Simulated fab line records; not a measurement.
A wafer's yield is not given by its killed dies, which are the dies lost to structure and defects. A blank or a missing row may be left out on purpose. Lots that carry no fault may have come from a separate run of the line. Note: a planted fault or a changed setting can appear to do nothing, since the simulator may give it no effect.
Matching of chambers	flow sky130	rie diel-04 running SKY_LI_CONTACT_ETCH_14: 4 sister chambers
The step etches BARC in N2/H2, stops on SiO2, time 45.9 s, target depth 60 nm. 8 wafers are shown with their chamber, then 6 later ones without.

## WAFERS WITH THEIR CHAMBER
wafer	chamber	oes product au (a.u.)	run length s (s)
L328.3	1	0.866	74.1
L337.1	0	0.856	73.9
L339.1	2	0.857	74.5
L339.3	3	0.859	74.3
L339.6	1	0.862	74.3
L341.1	2	0.851	74.0
L341.5	0	0.849	74.1
L341.6	3	0.854	74.8

## WAFERS MISSING THEIR CHAMBER
wafer	oes product au (a.u.)	run length s (s)
L342.1	0.854	74.6
L342.2	0.856	74.5
L342.4	0.852	74.1
L346.4	0.848	74.1
L346.5	0.859	74.1
L346.6	0.858	74.1

## THE CHAMBER EACH PASSED THROUGH
wafer	from the rows above	in truth
L342.1	can't be placed: 3 or 2 or 0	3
L342.2	can't be placed: 3 or 2 or 0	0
L342.4	can't be placed: 0 or 2 or 3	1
L346.4	can't be placed: 0 or 2 or 3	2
L346.5	can't be placed: 1 or 2 or 0 or 3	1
L346.6	can't be placed: 2 or 0 or 1 or 3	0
0 of 6 placed correctly. These rows do not allow placing 6 (true chamber among the candidates in 5). Wrongly placed: 0.
How it was worked out, from the rows above alone: a wafer's distance from a chamber is the root of the sum, over the readings, of the square of ((its reading less the chamber's mean) divided by the reading's scatter). If the next closest chamber is less than 2 further off than the closest, the wafer can't be placed; otherwise it belongs to the closest. For every chamber, the mean is computed from those of its wafers that are shown. How the scatter is found: for the shown wafers, subtract from each reading the mean of its chamber, square and add these, divide the total by (wafers less chambers), then take the root.
